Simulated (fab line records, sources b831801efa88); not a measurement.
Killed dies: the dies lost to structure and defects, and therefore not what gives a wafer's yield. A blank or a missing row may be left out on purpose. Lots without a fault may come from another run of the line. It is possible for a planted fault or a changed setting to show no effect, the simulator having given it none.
fab line records | flow sky130 | part 2 of 2: steps 32 to 41 of 41
record: lots: 5 wafers: 15 last_day: 50
route steps=708 shown LOCAL_INTERCONNECT@392 CONTACT@406
lots with no fault: from the same line, run without faults
start_h: hours from the record's opening day to when the first of the lot's shown wafers began | wait_h: time in hours since the lot's previous step | " the same as in the row above | L1.1+2: several wafers, shown together as one row | - no value, or no start given | * or withheld: withheld | < > ~ a bound
route shown NAME@n: a module of which the file shows steps, and the number in the route of the first | usual: mean and standard deviation over wafers with no fault | same: alike in all rows | chamber/n: place in a boat | sites: per-site readings | _std_site: the standard deviation of these | _edge_site: outer sites' mean less inner sites' | radius_mm: how far each site lies from the wafer's centre | mask NAME#n: copy n | behind: tool/chamber where the wafer was last shaped | hold: reason for holding the lot/hours on hold/outcome of the hold | device: the transistor (n, p or np) that didn't switch | end of line: tests run on the same wafers once the route is complete | where a step has no rows: the recipe by itself | killed: count of dies lost to structure and defects at first sort (not the wafer's yield) | map: dies across one wafer; x = killed, . = not, _ = none there
set.NAME: the run value of the setting; set.NAME@STEP: its run value at that earlier step | model.NAME: the simulator's own value behind a step, which no gauge read
lots at some steps of the route; a table a step, a row a wafer
services: when a tool's chamber went out of use (start_h, in hours from the record's first day, below 0 if earlier), for how many hours, and the reason
== steps ==
step: SKY_CONTACT_ETCH_17
recipe: target: SiO2 chemistry: C4F8/O2/Ar stop_on: Si3N4 mask_material: KrF-thick source_w: 1500 bias_w: 1200 pressure_mtorr: 40 c4f8_flow_sccm: withheld O2_flow_sccm: 6 Ar_flow_sccm: 300 time_s: withheld target_depth_a: 3400
usual: oes_product_au: 0.891/0.0045
columns lot.wafer tool chamber start_h wait_h oes_product_au
L078.2 rie_diel-01 2 766.19 0.0 0.895
L078.3 " 0 " " 0.883
L078.4 " 3 " " 0.884
L084.4 rie_diel-04 3 811.19 0.0 0.895
L084.5 " 2 " " 0.891
L084.6 " 3 " " 0.899
L085.1 rie_diel-01 0 818.34 0.0 0.891
L085.3 " 2 " " 0.887
L085.4 " 1 " " 0.887
L093.1 rie_diel-03 0 906.99 0.0 0.889
L093.2 " 1 " " 0.888
L093.3 " 2 " " 0.884
L097.1 rie_diel-03 2 916.89 0.0 0.890
L097.2 " 3 " " 0.892
L097.3 " 0 " " 0.893
step: SKY_CONTACT_ETCH_18
recipe: target: Si3N4 chemistry: CHF3/O2 stop_on: TiN source_w: 600 bias_w: 200 pressure_mtorr: 40 chf3_flow_sccm: 50 O2_flow_sccm: 5 time_s: 39 target_depth_a: 750
usual: drypump_motor_current_A: 5.9/0.32 oes_product_au: 0.855/0.0067 throttle_valve_pct: 8.793/0.0092
columns lot.wafer tool chamber start_h wait_h drypump_motor_current_A oes_product_au rf_hours_counter_h throttle_valve_pct
L078.2 rie_diel-01 2 - - 6.2 0.840 4 8.797
L078.3 " 0 " " 5.5 0.858 7 8.783
L078.4 " 3 " " 5.6 0.851 5 8.812
L084.4 rie_diel-04 3 - - 6.0 0.855 21 8.789
L084.5 " 2 " " 6.3 0.848 - 8.797
L084.6 " 3 " " 5.9 0.861 - 8.794
L085.1 rie_diel-01 0 - - 5.5 0.847 9 8.806
L085.3 " 2 " " 6.2 0.860 5 8.784
L085.4 " 1 " " 6.1 0.873 9 8.799
L093.1 rie_diel-03 0 - - 6.4 0.859 16 8.801
L093.2 " 1 " " 5.5 0.864 2 8.789
L093.3 " 2 " " 6.2 0.856 3 8.799
L097.1 rie_diel-03 2 - - 6.2 0.859 4 8.788
L097.2 " 3 " " 6.0 0.861 9 8.791
L097.3 " 0 " " 6.3 0.854 17 8.795
step: SKY_CONTACT_STRIP_19
recipe: chemistry: O2/N2 power_w: 1400 pressure_mtorr: 1500 platen_temp_c: withheld o2_flow_sccm: 3000 n2_flow_sccm: 300 overash_fraction: 0.5
usual: drypump_motor_current_A: 5.8/0.39 oes_product_au: 0.378/0.0044 strip_time_to_endpoint_s: 3.550/0.019
columns lot.wafer tool chamber start_h wait_h drypump_motor_current_A oes_product_au rf_hours_counter_h strip_time_to_endpoint_s
L078.2 plasma_asher-02 0 766.28 - 6.1 0.379 2 3.565
L078.3 " 1 " " 5.8 0.374 - 3.530
L078.4 " 0 " " 6.1 0.379 - 3.531
L084.4 plasma_asher-04 1 811.32 - 5.8 0.373 - 3.565
L084.5 " 1 " " 5.8 0.377 - 3.554
L084.6 " 0 " " 6.2 0.378 - 3.551
L085.1 plasma_asher-02 0 818.43 - 6.0 0.380 8 3.587
L085.3 " 1 " " 5.7 0.382 - 3.542
L085.4 " 0 " " 6.0 0.373 - 3.551
L093.1 plasma_asher-03 1 907.08 - 6.1 0.377 45 3.508
L093.2 " 0 " " 5.0 0.378 45 3.513
L093.3 " 1 " " 6.1 0.377 - 3.524
L097.1 plasma_asher-03 0 916.99 - 5.0 0.378 46 3.551
L097.2 " 1 " " 6.1 0.375 46 3.544
L097.3 " 1 " " 6.1 0.375 - 3.555
step: SKY_CONTACT_STRIP_20
recipe: chemistry: post_etch_residue_remover time_s: 1200 temp_c: 72.5
columns lot.wafer tool chamber start_h wait_h
L078.2+3+4 wet_bench-01 1 766.38 0.1
L084.4+5+6 wet_bench-04 0 811.38 0.0
L085.1+3+4 wet_bench-04 0 818.53 0.1
L093.1+2+3 wet_bench-02 1 907.18 0.1
L097.1+2+3 wet_bench-01 1 917.09 0.1
step: SKY_CONTACT_CLEAN_21
recipe: chemistry: IPA time_s: 180 temp_c: 25
columns lot.wafer tool chamber start_h wait_h
L078.2+3+4 wet_bench-04 0 766.72 0.0
L084.4+5+6 wet_bench-01 2 811.76 0.0
L085.1+3+4 wet_bench-01 1 818.90 0.0
L093.1+2+3 wet_bench-04 2 907.55 0.0
L097.1+2+3 wet_bench-02 3 917.43 0.0
step: SKY_CONTACT_CLEAN_22
recipe: chemistry: O3/DIW dry: n2_spin
columns lot.wafer tool chamber start_h wait_h
L078.2+3+4 wet_bench-02 1 766.79 0.0
L084.4+5+6 wet_bench-02 1 811.82 0.0
L085.1+3+4 wet_bench-02 1 818.96 0.0
L093.1+2+3 wet_bench-01 3 907.61 0.0
L097.1+2+3 wet_bench-01 2 917.49 0.0
step: SKY_CONTACT_SPUTTER_23
recipe: material: TiN target_thk_nm: 20 chamber_pressure_pa: 5 power_w: 4000 time_s: 80
usual: throttle_valve_pct: 29.9/1.3
columns lot.wafer tool chamber start_h wait_h throttle_valve_pct
L078.2 pvd_sputter-04 - 766.88 0.0 30.9
L078.3 " - " " 30.8
L078.4 " - " " 28.4
L084.4 pvd_sputter-02 - 811.92 0.0 32.6
L084.5 " - " " 32.3
L084.6 " - " " 29.5
L085.1 pvd_sputter-03 - 819.05 0.0 32.1
L085.3 " - " " 28.1
L085.4 " - " " 30.1
L093.1 pvd_sputter-04 - 907.70 0.0 30.7
L093.2 " - " " 29.4
L093.3 " - " " 30.9
L097.1 pvd_sputter-04 - 917.58 0.0 29.2
L097.2 " - " " 28.5
L097.3 " - " " 30.9
step: SKY_CONTACT_CVD_24
recipe: material: W target_thk_nm: 340 time_s: 102.12 temp_c: 400 pressure_torr: 40
usual: heater_power_w: 818/64 susceptor_temp_C: 399.98/0.22
columns lot.wafer tool chamber start_h wait_h heater_power_w susceptor_temp_C
L078.2 cvd_w-02 0 766.94 0.0 795 399.70
L078.3 " 1 " " 860 400.24
L078.4 " 0 " " 782 399.98
L084.4 cvd_w-02 0 812.02 0.1 794 399.69
L084.5 " 1 " " 872 400.16
L084.6 " 0 " " 795 400.12
L085.1 cvd_w-01 0 819.11 0.0 716 399.77
L085.3 " 0 " " 732 399.77
L085.4 " 1 " " 890 399.67
L093.1 cvd_w-01 1 907.76 0.0 889 400.04
L093.2 " 0 " " 727 399.52
L093.3 " 0 " " 714 399.92
L097.1 cvd_w-01 0 917.64 0.0 728 399.99
L097.2 " 1 " " 879 399.84
L097.3 " 0 " " 726 399.78
step: SKY_CONTACT_RS_MEAS_25
recipe: thk_meas_gauge: four-point-probe reads: W_of_CONTACT_CVD_24+TiN_of_CONTACT_SPUTTER_23
usual: CONTACT_W_RS: 0.338/0.0036
columns lot.wafer tool chamber start_h wait_h CONTACT_W_RS[ohm/sq]
L078.2 film_metro-04 - 767.07 0.1 0.332
L078.3 " - " " 0.334
L078.4 " - " " 0.336
L084.4 film_metro-04 - 812.16 0.1 0.335
L084.5 " - " " 0.342
L084.6 " - " " 0.337
L085.1 film_metro-01 - 819.22 0.1 0.340
L085.3 " - " " 0.341
L085.4 " - " " 0.339
L093.1 film_metro-02 - 907.87 0.1 0.339
L093.2 " - " " 0.340
L093.3 " - " " 0.338
L097.1 film_metro-02 - 917.75 0.1 0.338
L097.2 " - " " 0.335
L097.3 " - " " 0.337
step: SKY_CONTACT_THK_MEAS_26
recipe: thk_meas_gauge: xrf reads: W_of_CONTACT_CVD_24
usual: CONTACT_W_THK: 320/4.4
columns lot.wafer tool chamber start_h wait_h CONTACT_W_THK[nm]
L078.2 film_metro-04 - 767.18 0.1 332
L078.3 " - " " 330
L078.4 " - " " 327
L084.4 film_metro-04 - 812.25 0.1 324
L084.5 " - " " 318
L084.6 " - " " 320
L085.1 film_metro-01 - 819.34 0.1 319
L085.3 " - " " 317
L085.4 " - " " 319
L093.1 film_metro-02 - 907.99 0.1 316
L093.2 " - " " 316
L093.3 " - " " 318
L097.1 film_metro-02 - 917.87 0.1 317
L097.2 " - " " 321
L097.3 " - " " 317
== services ==
columns tool chamber start_h hours kind
krf_scanner-01 - 702.88 1.3 pm
rie_diel-03 - 709.27 3.1 repair
krf_scanner-01 - 727.07 1.0 pm
rie_diel-03 3 729.17 5.3 repair
krf_scanner-02 - 729.59 1.0 pm
krf_scanner-01 - 733.48 0.8 pm
rie_diel-01 - 742.65 2.8 pm
rie_diel-01 3 750.11 1.7 repair
rie_diel-01 2 750.57 6.7 repair
rie_diel-01 0 751.10 2.6 repair
krf_scanner-02 - 766.02 15.5 repair
krf_scanner-02 - 785.25 0.2 repair
krf_scanner-02 - 792.71 0.8 pm
rie_diel-03 1 794.57 8.0 repair
rie_diel-03 2 800.25 2.5 repair
krf_scanner-01 - 805.74 0.8 repair
wet_bench-04 - 813.31 1.2 repair
krf_scanner-02 - 828.07 1.3 pm
rie_diel-03 - 835.11 14.6 pm
rie_diel-01 - 843.05 1.0 repair
rie_diel-03 2 852.17 11.4 repair
krf_scanner-01 - 855.59 1.5 pm
rie_metal-04 1 856.74 4.2 repair
krf_scanner-01 - 878.88 1.3 pm
